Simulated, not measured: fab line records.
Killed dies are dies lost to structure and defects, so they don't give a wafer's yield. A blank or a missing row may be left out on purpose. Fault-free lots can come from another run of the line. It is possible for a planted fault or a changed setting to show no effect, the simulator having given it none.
Comparing a struck lot with a sound one :: flow sky130 :: 36 steps out of a route of 708
Sound: the wafers L284.1, L284.2, L284.4. The struck wafers were L278.2, L278.3, L278.5. The cause is named last.
At each step with rows: each side's tool, then ch and its chambers, then its first start. Under that, the readings that differ: sound wafers :: struck wafers :: difference of the means :: sigmas: that difference in standard deviations of wafers without a fault.
alike: readings with means less than 2 such deviations apart, plus words and numbers identical on both sides. not compared: withheld readings, readings lacking a value on some wafer, bounds such as >300 that could conceal the same value, and numbers that have no deviation in the record and whose values overlap.
A row with sigmas, a row that says differs or no value, or rows on one side alone: a step with any of these is where the two part. When numbers do not overlap yet have no deviation, they are printed without sigmas and do not part them. A reading that every wafer of one side lacks parts them only if that side has two wafers or more.

first, 6 steps without rows for these wafers: SKY_PWDE_HMDS_01 (prime time 60 s); SKY_PWDE_COAT_02 (resist thk 3000 nm); SKY_PWDE_SOFTBAKE_03; SKY_PWDE_EXPOSE_04 (exposes mask PWDEM, target cd 840 nm); SKY_PWDE_PEB_05; SKY_PWDE_DEVELOP_06 (develop time 60 s).
SKY_PWDE_OVL_MEAS_07:
  sound: overlay-01 at day 7 22:48; struck: overlay-01 at day 6 11:25
  alike: PWDE_OVL
next, for these wafers, 1 step has no rows: SKY_PWDE_IMPLANT_08.
SKY_PWDE_STRIP_09: strips in O2/N2.
  sound on plasmaAsher-04 ch 0,1, day 7 22:59; struck on plasmaAsher-03 ch 0,1, day 6 11:36
reading: oesProductAu (a.u.)
sound: 0.713 0.720 0.715
struck: 0.729 0.725 0.728
difference: +0.011
sigmas: +3
  alike: drypumpMotorCurrentA, stripTimeToEndpointS
  not compared: rfHoursCounterH
SKY_PWDE_TW_MEAS_10:
  sound: filmMetro-03 at day 7 23:05; struck: filmMetro-03 at day 6 11:43
  alike: PWDE_TW
then, 2 steps without rows for these wafers: SKY_NWELL_DEHYDRATE_03 (time 60 s); SKY_NWELL_HMDS_04 (prime time 60 s).
SKY_NWELL_COAT_05: resist thk 3000 nm.
  sound on lithoTrack-02 ch 0, day 8 08:52; struck on lithoTrack-03, day 6 21:05
  no value came back on the struck wafers for chillPlateTempC (C), dispensePressureKPa (kPa); on the sound wafers chillPlateTempC (C) reads 23.02 22.89 22.79
then, 3 steps without rows for these wafers: SKY_NWELL_SOFTBAKE_06; SKY_NWELL_EXPOSE_07 (exposes mask NWM, target cd 840 nm); SKY_NWELL_PEB_08.
SKY_NWELL_DEVELOP_09: develop time 62.97 s.
  sound: lithoTrack-03 ch 0; struck: lithoTrack-03 ch 0
reading: model.NWELL.cdNm (nm)
sound: 833.3 833.1 832
struck: 845.9 846.3 842.7
difference: +12.2
sigmas: 
SKY_NWELL_OVL_MEAS_10:
  sound: overlay-02 at day 8 19:30; struck: overlay-02 at day 7 06:34
reading: NWELL_00_OVL (nm)
sound: 0.2 0.2 0.7
struck: - - -
difference: no value on the struck wafers
sigmas: 
then, 3 steps without rows for these wafers: SKY_NWELL_IMPLANT_11; SKY_NWELL_IMPLANT_12; SKY_NWELL_IMPLANT_13.
SKY_NWELL_STRIP_14: strips in O2/N2.
  sound on plasmaAsher-04 ch 0,1, day 8 19:59; struck on plasmaAsher-01 ch 1, day 7 07:02
  no value came back on the struck wafers for oesProductAu (a.u.), stripTimeToEndpointS (s); on the sound wafers oesProductAu (a.u.) reads 0.721 0.724 0.726
  alike: drypumpMotorCurrentA
  not compared: rfHoursCounterH
SKY_NWELL_TW_MEAS_15:
  sound: filmMetro-04 at day 8 20:05; struck: filmMetro-03 at day 7 07:09
reading: NWELL_TW
sound: 1799 1803 1810
struck: 1836 1835 1841
difference: +33
sigmas: +3
then, 7 steps without rows for these wafers: SKY_NWELL_DEHYDRATE_16 (time 60 s); SKY_NWELL_HMDS_17 (prime time 60 s); SKY_NWELL_COAT_18 (resist thk 3000 nm); SKY_NWELL_SOFTBAKE_19; SKY_NWELL_EXPOSE_20 (exposes mask NWM COMPLEMENT, target cd 840 nm); SKY_NWELL_PEB_21; SKY_NWELL_DEVELOP_22 (develop time 60 s).
SKY_NWELL_OVL_MEAS_23:
  sound: overlay-01 at day 9 16:31; struck: overlay-02 at day 8 03:34
  alike: NWELL_01_OVL
next, for these wafers, 1 step has no rows: SKY_NWELL_IMPLANT_24.
SKY_NWELL_STRIP_25: strips in O2/N2.
  sound on plasmaAsher-03 ch 0,1, day 9 16:42; struck on plasmaAsher-04 ch 0, day 8 03:44
  alike: drypumpMotorCurrentA, oesProductAu, stripTimeToEndpointS
  not compared: rfHoursCounterH
SKY_NWELL_TW_MEAS_26:
  sound: filmMetro-03 at day 9 16:48; struck: filmMetro-02 at day 8 03:51
reading: NWELL_2_TW
sound: 499.5 502.8 504.6
struck: 1845.2 1831.1 1847.7
difference: +1339.0
sigmas: +99 or more
then, 1 step without rows for these wafers: SKY_NWELL_CLEAN_27 (cleans in SC1/SC2, time 156.3 s).
-- the record jumps here: 40 days lie between the struck wafers' starts before and after (it left off in module NWELL and takes up again in module PAD_OPEN, whose first step shown is number 708 of the route) --
SKY_PAD_OPEN_PROBE_99:
  sound: prober-02 at day 49 23:43; struck: prober-02 at day 48 14:34
reading: killedAtFrontEnd
sound: 19 15 24
struck: 403 425 421
difference: +397
sigmas: +99 or more

reading: killedDies
sound: 96 83 99
struck: 492 492 492
difference: +399
sigmas: +42

reading: killedOnRim
sound: 27 21 13
struck: 96 96 96
difference: +76
sigmas: +22
  alike: killed_at_M0_to_M3, killed_at_M4_up, killedAtContacts, killedAtOther, killedOpen, killedShort

== WHERE THEY PART ==
First at SKY_PWDE_STRIP_09; last, within this record, at SKY_PAD_OPEN_PROBE_99.

WHY: what had been put in by the simulator
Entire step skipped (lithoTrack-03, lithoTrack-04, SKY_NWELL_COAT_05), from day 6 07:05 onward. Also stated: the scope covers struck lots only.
